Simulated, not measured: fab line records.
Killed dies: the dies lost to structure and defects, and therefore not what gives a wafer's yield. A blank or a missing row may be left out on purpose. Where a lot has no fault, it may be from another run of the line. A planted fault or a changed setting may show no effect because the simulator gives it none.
Problem report in the 8D (eight disciplines) form, filled by code	flow sky130	the parts of the form that need people (team, actions taken, sign-off) are left out

## 1. WHAT WENT WRONG
Mean GATE_OXIDE_TW at SKY_GATE_OXIDE_TW_MEAS_14: 214.3 over 3 wafers in 3 lots; fault-free wafers: 223.2, standard deviation 1.7. That puts it -5.2 standard deviations away from the usual mean.
The first sign was on wafer L573.5 at day 17 20:10, on film metro-04. Wafers with a number at this step in the record: 39, from 14 lots. Rule for "out" (also "out of limits"): further than 4 standard deviations from the usual mean. The rest of the wafers with a number are treated as sound.

## 2. WHAT THIS IS AND IS NOT
question	is	is not
which readings at this step	GATE_OXIDE_TW	-
which lots	L573, L574, L577	L562, L563, L564, L568, L569, L570, L571, L582, L583, L584, L585
which wafers of those lots	L573.5, L574.5, L577.5	L573.4, L574.4, L577.6
read on which gauges	film metro-01, film metro-04	film metro-03
when	from day 17 20:10	up to then (22 sound wafers); but 14 sound wafers of L574, L577, L582, L583, L584, L585 came after

## 3. SUSPECTS, AND WHAT RULES EACH OUT
Counting: if a tool at a process step up to the reading ran every lot that is out, it stays a suspect. Sound lots after the first of them don't rule it out here, since some wafers of a struck lot are sound.
- the gauge at SKY_GATE_OXIDE_TW_MEAS_14: ruled out. The wafers that are out were read on 2 gauges (film metro-01, film metro-04).
- implanter-04 at SKY_GATE_OXIDE_IMPLANT_11: kept. It processed each lot that is out (first: L573, day 17 19:51); up to then, its last sound lot is L570 (day 16 15:52).
Left after counting: implanter-04 at SKY_GATE_OXIDE_IMPLANT_11.

## 4. THE CAUSE (what the simulator had put in)
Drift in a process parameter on implanter-04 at SKY_GATE_OXIDE_IMPLANT_11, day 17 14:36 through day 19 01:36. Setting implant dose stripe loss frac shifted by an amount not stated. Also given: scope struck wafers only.
Counting left only this tool.

## 5. SEQUENCE OF EFFECTS, ordered by route
Each row: a reading where the mean over the struck wafers with a number is more than 3 standard deviations away from the usual. Scope: only readings with a usual standard deviation given in the record; hours: median across lots of the time from each lot's start at the first step in this table that gives one to its start at this step; sigmas: change in usual standard deviations.
hours	step	reading	usual	on struck wafers	change	sigmas
0	SKY_GATE_OXIDE_TW_MEAS_14	GATE_OXIDE_TW	223.2	214.3	-8.9	-5.2

## 6. HOW IT WOULD HAVE BEEN CAUGHT EARLIER
Counted from the fault's start at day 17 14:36, it took 6 hours until the first out-of-limits reading at a measuring or inspecting step in this record, taken at day 17 20:10.
An alarm limit of 4 standard deviations would not have fired on the tool readings at SKY_GATE_OXIDE_IMPLANT_11 for which the record gives a usual standard deviation, since none of them was out on any struck wafer.
L574, L577, from the lots that are out (3), started SKY_GATE_OXIDE_IMPLANT_11 on implanter-04 later than day 17 20:10. A hold on the tool at that time would have spared those 2.
